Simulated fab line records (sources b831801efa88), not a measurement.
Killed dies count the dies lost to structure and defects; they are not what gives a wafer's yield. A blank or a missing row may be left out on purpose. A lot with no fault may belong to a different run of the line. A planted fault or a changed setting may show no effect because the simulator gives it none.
fab line records	flow sky130
record lots=12	wafers=36	lastDay=50
route steps=708 shown SONOS_ONO@183 POLY_GATE@205 PAD_OPEN@708
lots that met no fault: taken from a fault-free run of the same line
startH: the number of hours between the record's first day and the start of the first shown wafer of the lot	waitH: hours from the lot's prior step to this one	" unchanged from the row above	L1.1+2: several wafers, shown together as one row	- no value, or no start given	* or withheld: withheld	< > ~ a bound
route shown NAME@n: a module of which the file shows steps, and the number in the route of the first	usual: mean/standard deviation taken from wafers without a fault	same: alike in all rows	chamber/n: place in a boat	sites: per-site readings	_std_site: the values' standard deviation	_edge_site: outer sites' mean less inner sites'	radiusMm: for every site, how far away it sits from the centre of the wafer	mask NAME#n: copy n	behind: the most recent tool/chamber to have shaped the wafer	hold: cause of the lot's hold/its duration in hours/its outcome	device: which transistor (n, p or np) failed to switch	end of line: at the end of the route, the tests of the same wafers	a step with no rows: only its recipe	killed: at the first sort, the dies lost to defects and structure; wafer yield is something else	map: a wafer's dies, x killed, . not, _ none there
set.NAME: the run value of the setting; set.NAME@STEP: its run value at that earlier step	model.NAME: the simulator's own value behind a step, which no gauge read
the route's steps for a sample of lots (tables are steps, rows are wafers)
services: the hour from which a tool's chamber was out of use, counted from the record's first day as startH (under 0 if before that day), plus the number of hours and why
## steps
# step SKY_SONOS_ONO_ETCH_15
# recipe targetDepthNm=19.52	chemistry=CHF3/O2	sourceW=600	biasW=200	pressureMtorr=40	chf3FlowSccm=50	O2_flow_sccm=5	timeS=7.8
# usual chf3FlowSccm=49.99/0.15	drypumpMotorCurrentA=5.8/0.48	oesProductAu=0.999/0.0089	throttleValvePct=8.825/0.0094
lot.wafer	tool	chamber	startH	waitH	chf3FlowSccm	drypumpMotorCurrentA	oesProductAu	rfHoursCounterH	throttleValvePct
L164.1	rieDiel-04	1	278.86	0.0	50.13	6.0	1.004	105	8.824
L164.3	"	0	"	"	50.09	5.2	0.993	30	8.816
L164.6	"	0	"	"	49.97	5.2	0.992	-	8.826
L168.1	rieDiel-04	1	311.36	0.0	50.09	6.0	1.001	106	8.836
L168.3	"	2	"	"	49.90	6.0	1.003	10	8.824
L168.6	"	2	"	"	49.85	6.0	0.992	-	8.832
L167.1	rieDiel-01	1	311.58	0.0	49.96	6.1	1.001	44	8.812
L167.2	"	3	"	"	50.01	6.2	0.989	20	8.825
L167.5	"	3	"	"	50.11	6.2	1.003	-	8.816
L169.3	rieDiel-02	3	321.33	0.0	49.96	5.2	0.987	4	8.824
L169.4	"	1	"	"	50.26	6.5	0.992	3	8.825
L169.5	"	2	"	"	49.83	5.5	0.994	-	8.844
L170.2	rieDiel-01	1	335.03	0.0	50.07	6.1	1.001	45	8.808
L170.3	"	0	"	"	50.06	6.0	1.003	0	8.835
L170.4	"	0	"	"	49.71	6.0	0.990	-	8.833
L173.3	rieDiel-02	2	350.01	0.0	50.16	5.5	1.004	11	8.838
L173.4	"	1	"	"	49.92	6.5	0.998	3	8.833
L173.5	"	3	"	"	49.94	5.2	0.998	-	8.819
L177.1	rieDiel-02	0	390.14	0.0	49.85	5.0	1.005	46	8.817
L177.3	"	2	"	"	50.01	5.5	1.011	12	8.829
L177.6	"	3	"	"	50.01	5.2	1.001	-	8.824
L180.1	rieDiel-01	1	418.39	0.0	50.12	6.1	1.005	47	8.831
L180.2	"	3	"	"	49.93	6.1	0.985	23	8.831
L180.3	"	0	"	"	49.95	5.9	0.997	2	8.828
L185.2	rieDiel-01	1	456.96	0.0	49.96	6.1	1.003	48	8.810
L185.4	"	3	"	"	49.51	6.1	0.996	23	8.837
L185.5	"	0	"	"	50.01	6.0	0.999	-	8.816
L184.1	rieDiel-01	3	460.67	0.0	50.00	6.2	0.982	23	8.826
L184.4	"	2	"	"	50.00	6.3	0.992	2	8.829
L184.5	"	0	"	"	50.00	6.0	0.993	-	8.829
L186.1	rieDiel-02	1	463.84	0.0	50.01	6.6	0.994	6	8.814
L186.5	"	0	"	"	49.95	5.0	1.006	-	8.815
L186.6	"	1	"	"	49.95	6.6	1.007	-	8.821
L187.3	rieDiel-04	1	470.24	0.0	50.03	6.0	0.978	1	8.816
L187.4	"	2	"	"	49.98	5.9	0.991	13	8.809
L187.6	"	2	"	"	50.05	5.9	1.000	-	8.818
# step SKY_POLY_GATE_THK_MEAS_01
# recipe reads=poly-Si_of_POLY_GATE_CVD_00
# usual POLY_GATE_CVD_00_THK=180.6/1.5
lot.wafer	tool	chamber	startH	waitH	POLY_GATE_CVD_00_THK[nm]
L164.1	filmMetro-02	-	310.27	0.0	181.7
L164.3	"	-	"	"	181.6
L164.6	"	-	"	"	182.0
L168.1	filmMetro-04	-	344.13	0.0	180.8
L168.3	"	-	"	"	180.4
L168.6	"	-	"	"	179.5
L167.1	filmMetro-01	-	344.18	0.0	179.0
L167.2	"	-	"	"	179.8
L167.5	"	-	"	"	179.3
L169.3	filmMetro-02	-	362.94	0.0	179.1
L169.4	"	-	"	"	177.7
L169.5	"	-	"	"	181.2
L170.2	filmMetro-01	-	372.35	0.0	179.8
L170.3	"	-	"	"	181.0
L170.4	"	-	"	"	181.1
L173.3	filmMetro-04	-	396.64	0.0	181.1
L173.4	"	-	"	"	179.9
L173.5	"	-	"	"	180.8
L177.1	filmMetro-04	-	431.83	0.0	180.7
L177.3	"	-	"	"	181.1
L177.6	"	-	"	"	179.8
L180.1	filmMetro-01	-	455.61	0.0	180.4
L180.2	"	-	"	"	182.0
L180.3	"	-	"	"	182.3
L185.2	filmMetro-04	-	492.00	0.0	183.0
L185.4	"	-	"	"	180.7
L185.5	"	-	"	"	181.1
L184.1	filmMetro-02	-	498.69	0.0	180.5
L184.4	"	-	"	"	179.8
L184.5	"	-	"	"	180.1
L186.1	filmMetro-04	-	505.89	0.0	179.7
L186.5	"	-	"	"	179.0
L186.6	"	-	"	"	178.3
L187.3	filmMetro-04	-	507.11	0.0	180.9
L187.4	"	-	"	"	181.0
L187.6	"	-	"	"	179.4
# step SKY_POLY_GATE_DEVELOP_12
# recipe developTimeS=60	resist=KrF-thick	devTempC=21
lot.wafer	tool	chamber	startH	waitH
L164.1+3+6	lithoTrack-02	0	367	-
L167.1+2+5	lithoTrack-03	0	400	-
L168.1+3+6	lithoTrack-02	0	401	-
L169.3+4+5	lithoTrack-03	0	420	-
L170.2+3+4	lithoTrack-01	0	431	-
L173.3+4+5	lithoTrack-03	0	458	-
L177.1+3+6	lithoTrack-02	0	495	-
L180.1+2+3	lithoTrack-01	0	520	-
L185.2+4+5	lithoTrack-03	0	554	-
L184.1+4+5	lithoTrack-01	0	561	-
L186.1+5+6	lithoTrack-03	0	569	-
L187.3+4+6	lithoTrack-01	0	569	-
# step SKY_POLY_GATE_CD_MEAS_13
# recipe targetCdNm=150
# usual cdNm=149.8/1.2
lot.wafer	tool	chamber	startH	waitH	cdNm
L164.1	cdSem-02	-	367.28	-	149.1
L164.3	"	-	"	"	150.0
L164.6	"	-	"	"	148.9
L167.1	cdSem-01	-	401.07	-	151.0
L167.2	"	-	"	"	149.7
L167.5	"	-	"	"	150.8
L168.1	cdSem-02	-	401.18	-	150.2
L168.3	"	-	"	"	151.4
L168.6	"	-	"	"	151.3
L169.3	cdSem-01	-	420.86	-	151.8
L169.4	"	-	"	"	151.0
L169.5	"	-	"	"	151.1
L170.2	cdSem-01	-	431.87	-	149.5
L170.3	"	-	"	"	149.2
L170.4	"	-	"	"	148.6
L173.3	cdSem-01	-	458.61	-	150.6
L173.4	"	-	"	"	150.4
L173.5	"	-	"	"	151.0
L177.1	cdSem-02	-	495.68	-	148.3
L177.3	"	-	"	"	149.9
L177.6	"	-	"	"	149.1
L180.1	cdSem-01	-	520.55	-	150.9
L180.2	"	-	"	"	150.2
L180.3	"	-	"	"	150.3
L185.2	cdSem-02	-	554.34	-	144.3
L185.4	"	-	"	"	143.9
L185.5	"	-	"	"	143.1
L184.1	cdSem-01	-	561.30	-	148.3
L184.4	"	-	"	"	151.2
L184.5	"	-	"	"	150.4
L186.1	cdSem-01	-	569.57	-	144.6
L186.5	"	-	"	"	144.9
L186.6	"	-	"	"	144.4
L187.3	cdSem-02	-	569.94	-	149.3
L187.4	"	-	"	"	149.1
L187.6	"	-	"	"	148.3
# step SKY_POLY_GATE_ETCH_15
# recipe chemistry=N2/H2	target=BARC	ionEnergyEv=200	sourceW=500	biasW=100	pressureMtorr=30	n2FlowSccm=100	h2FlowSccm=200	stopOn=SiO2	timeS=118.5	targetDepthA=1100
# usual drypumpMotorCurrentA=5.7/0.55	n2FlowSccm=100.00/0.28	oesProductAu=0.716/0.0051	throttleValvePct=13.213/0.0096
lot.wafer	tool	chamber	startH	waitH	drypumpMotorCurrentA	n2FlowSccm	oesProductAu	rfHoursCounterH	throttleValvePct
L164.1	rieDiel-01	1	367.43	0.0	6.1	99.79	0.708	46	13.226
L164.3	"	2	"	"	6.3	100.21	0.713	0	13.206
L164.6	"	2	"	"	6.3	100.24	0.711	-	13.204
L167.1	rieDiel-01	1	401.22	0.0	6.1	99.94	0.717	47	13.198
L167.2	"	3	"	"	6.2	100.46	0.711	22	13.211
L167.5	"	0	"	"	6.0	99.93	0.712	-	13.206
L168.1	rieDiel-02	2	401.33	0.0	5.5	99.99	0.715	13	13.211
L168.3	"	0	"	"	5.0	99.92	0.712	47	13.212
L168.6	"	1	"	"	6.6	100.40	0.711	-	13.207
L169.3	rieDiel-01	1	420.97	0.0	6.1	99.92	0.727	47	13.219
L169.4	"	1	"	"	6.1	99.83	0.712	-	13.203
L169.5	"	3	"	"	6.1	99.80	0.718	-	13.210
L170.2	rieDiel-03	3	432.01	0.0	6.1	99.68	0.719	10	13.199
L170.3	"	1	"	"	4.9	99.76	0.715	9	13.219
L170.4	"	0	"	"	5.5	100.30	0.721	9	13.212
L173.3	rieDiel-01	3	458.72	0.0	6.2	99.83	0.716	23	13.213
L173.4	"	1	"	"	6.1	100.37	0.720	48	13.216
L173.5	"	1	"	"	6.1	100.26	0.705	-	13.200
L177.1	rieDiel-03	3	495.83	0.0	6.2	100.05	0.713	11	13.211
L177.3	"	2	"	"	5.1	100.01	0.712	9	13.227
L177.6	"	3	"	"	6.2	99.77	0.711	-	13.216
L180.1	rieDiel-03	0	520.70	0.0	5.5	99.88	0.720	11	13.217
L180.2	"	2	"	"	5.1	100.11	0.712	10	13.211
L180.3	"	3	"	"	6.2	100.12	0.722	12	13.193
L185.2	rieDiel-01	1	554.47	0.0	6.1	100.10	0.714	50	13.208
L185.4	"	3	"	"	6.1	99.72	0.721	-	13.213
L185.5	"	2	"	"	6.3	99.38	0.714	-	13.215
L184.1	rieDiel-02	1	561.45	0.0	6.6	99.61	0.722	8	13.220
L184.4	"	2	"	"	5.5	99.65	0.718	15	13.212
L184.5	"	1	"	"	6.5	99.88	0.718	-	13.220
L186.1	rieDiel-02	0	569.72	0.0	5.0	99.43	0.716	50	13.214
L186.5	"	0	"	"	5.0	99.84	0.712	-	13.199
L186.6	"	1	"	"	6.6	100.06	0.710	-	13.235
L187.3	rieDiel-03	3	570.05	0.0	6.1	99.74	0.708	13	13.216
L187.4	"	1	"	"	4.9	99.94	0.713	12	13.199
L187.6	"	1	"	"	4.9	100.20	0.727	-	13.196
# step SKY_PAD_OPEN_PROBE_99
# usual killed_at_M0_to_M3=43/7.1	killed_at_M4_up=3.2/1.7	killedAtContacts=24/5.6	killedAtFrontEnd=16/5	killedAtOther=0.4/0.68	killedDies=86/9.3	killedOpen=47/7.1	killedShort=39/5.7
# same grossDies=492	killedAtBackSide=0
lot.wafer	tool	chamber	startH	waitH	killed_at_M0_to_M3	killed_at_M4_up	killedAtContacts	killedAtFrontEnd	killedAtOther	killedDies	killedOpen	killedShort
L186.6	prober-02	-	1202.07	0.2	58	4	20	15	0	97	58	39
# killed by level:class
L186.6 VIA1:geometricParticle:open=14 VIA3:geometricParticle:open=12 LI_CONTACT:geometricParticle:open=7 CONTACT:geometricParticle:open=7 VIA2:geometricParticle:open=6 METAL2:geometricParticle:short=6 FIELD_ISO:geometricParticle:open=5 METAL3:geometricParticle:short=5
## services
tool	chamber	startH	hours	kind
rieDiel-01	1	264.03	26.3	repair
rieDiel-02	1	287.89	5.2	repair
rieDiel-01	0	291.10	-	clean
rieDiel-01	0	291.10	19.2	scheduledDown
rieDiel-01	0	291.10	19.2	ventCycle
rieDiel-04	0	292.82	12.7	repair
rieDiel-01	2	307.38	19.4	repair
rieDiel-01	0	310.80	7.7	repair
rieDiel-01	2	326.74	-	clean
rieDiel-01	-	341.06	0.5	repair
rieDiel-02	-	346.66	0.3	repair
rieDiel-03	-	349.99	28.1	pm
rieDiel-02	3	352.89	8.4	repair
rieDiel-02	-	392.64	0.3	repair
rieDiel-01	2	404.50	18.0	repair
rieDiel-02	3	424.73	4.0	repair
rieDiel-03	1	429.55	1.6	repair
rieDiel-02	2	455.67	9.0	repair
rieDiel-02	0	474.45	3.8	repair
rieDiel-03	1	512.69	6.5	repair
rieDiel-04	-	516.20	0.2	repair
rieDiel-01	0	520.43	7.3	repair
rieDiel-01	0	550.29	36.2	repair
rieDiel-01	2	568.48	44.6	repair
## key
firstSign step=SKY_POLY_GATE_CD_MEAS_13	reading=cdNm	direction=down	sigmas=4.5	usual=149.8	struck=144.2
effect none on later readings
metAt SKY_POLY_GATE_DEVELOP_12
struckLots L185,L186
testerLeftOut L185,L186
notActingAt SKY_SONOS_ONO_ETCH_15,SKY_POLY_GATE_THK_MEAS_01,SKY_POLY_GATE_ETCH_15
onsetBetween 458 554
fault kind=processParameterDrift	tool=lithoTrack-03	chamber=-	onsetH=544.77	steps=SKY_POLY_GATE_DEVELOP_12	channel=developTimeS	offset=*	shape=step	endH=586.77	actsIn=*	stated=*
# testerLeftOut: of these lots the tester's yield and bins aren't shown, on N5 and GAA mostly nor the transistor test; their killed dies are dies lost to structure and defects alone, not to doping, threshold or leakage, so they don't give the yield
